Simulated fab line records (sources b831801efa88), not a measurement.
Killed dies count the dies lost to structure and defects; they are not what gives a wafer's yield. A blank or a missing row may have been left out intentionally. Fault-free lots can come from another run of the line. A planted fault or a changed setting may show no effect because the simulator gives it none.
Problem report, 8D (eight disciplines) form, completed by code	flow sky130	the parts of the form that need people (team, actions taken, sign-off) are left out

1. WHAT IS WRONG
At SKY_VT_ADJUST_LVTN_DEVELOP_06, developer temp C averages 23.98 C over 6 wafers from 2 lots, while fault-free wafers read 22.99 C, standard deviation 0.12. That is +8.3 standard deviations from the usual mean.
The step: develop time 60 s.
Earliest sighting: wafer L168.1 on litho track-02 at day 9 10:00. At this step, 39 wafers from 13 lots have a number in the record. Rule for "out" (also "out of limits"): further than 4 standard deviations from the usual mean. The rest of the wafers with a number are treated as sound.

2. WHAT IT IS, AND WHAT IT ISN'T
question	is	is not
which readings at this step	developer temp C	-
which lots	L168, L169	L159, L160, L161, L163, L173, L176, L177, L179, L180, L181, L182
which wafers of those lots	all that have a number	-
read on which tools	litho track-02	litho track-01, litho track-04
when	from day 9 10:00	up to then (12 sound wafers); but 21 sound wafers of L173, L176, L177, L179, L180, L181, L182 came after

3. SUSPECTS, AND WHAT RULES EACH OUT
Counting: a tool at a process step up to the reading stays a suspect if it ran every lot that is out and no sound lot after the first of them.
- litho track-02 at SKY_VT_ADJUST_LVTN_DEVELOP_06 (develop time 60 s): ruled out as a lasting fault. Sound lots L180 ran on it after its first lot that is out, L168 (day 9 10:00).
Left after counting: nothing in the record.

4. THE CAUSE (what the simulator had put in)
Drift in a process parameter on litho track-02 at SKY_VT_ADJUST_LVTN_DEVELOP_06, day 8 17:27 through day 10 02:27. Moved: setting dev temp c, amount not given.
Counting ruled it out, wrongly.

5. THE CHAIN OF EFFECTS, in route order
One row per reading whose mean, taken over the struck wafers that have a number, lies over 3 standard deviations from the usual. Only readings for which the record gives a usual standard deviation are gone through. hours: the time from each lot's start at the first step in this table that gives one to its start at this step, as a median over the lots. sigmas: the change in usual standard deviations.
hours	step	reading	usual	on struck wafers	change	sigmas
0	SKY_VT_ADJUST_LVTN_DEVELOP_06	developer temp C	22.99 C	23.98	+0.99	+8.3
The process steps in it:
- SKY_VT_ADJUST_LVTN_DEVELOP_06: develop time 60 s.
At these later measuring or inspecting steps, every struck wafer for which the step has a row has a number for every such reading, and none has moved that far: SKY_SD_P_OVL_MEAS_08.

6. HOW IT WOULD HAVE BEEN CAUGHT EARLIER
In this record the first reading out of limits was taken at day 9 10:00, 17 hours after the fault began at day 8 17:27.
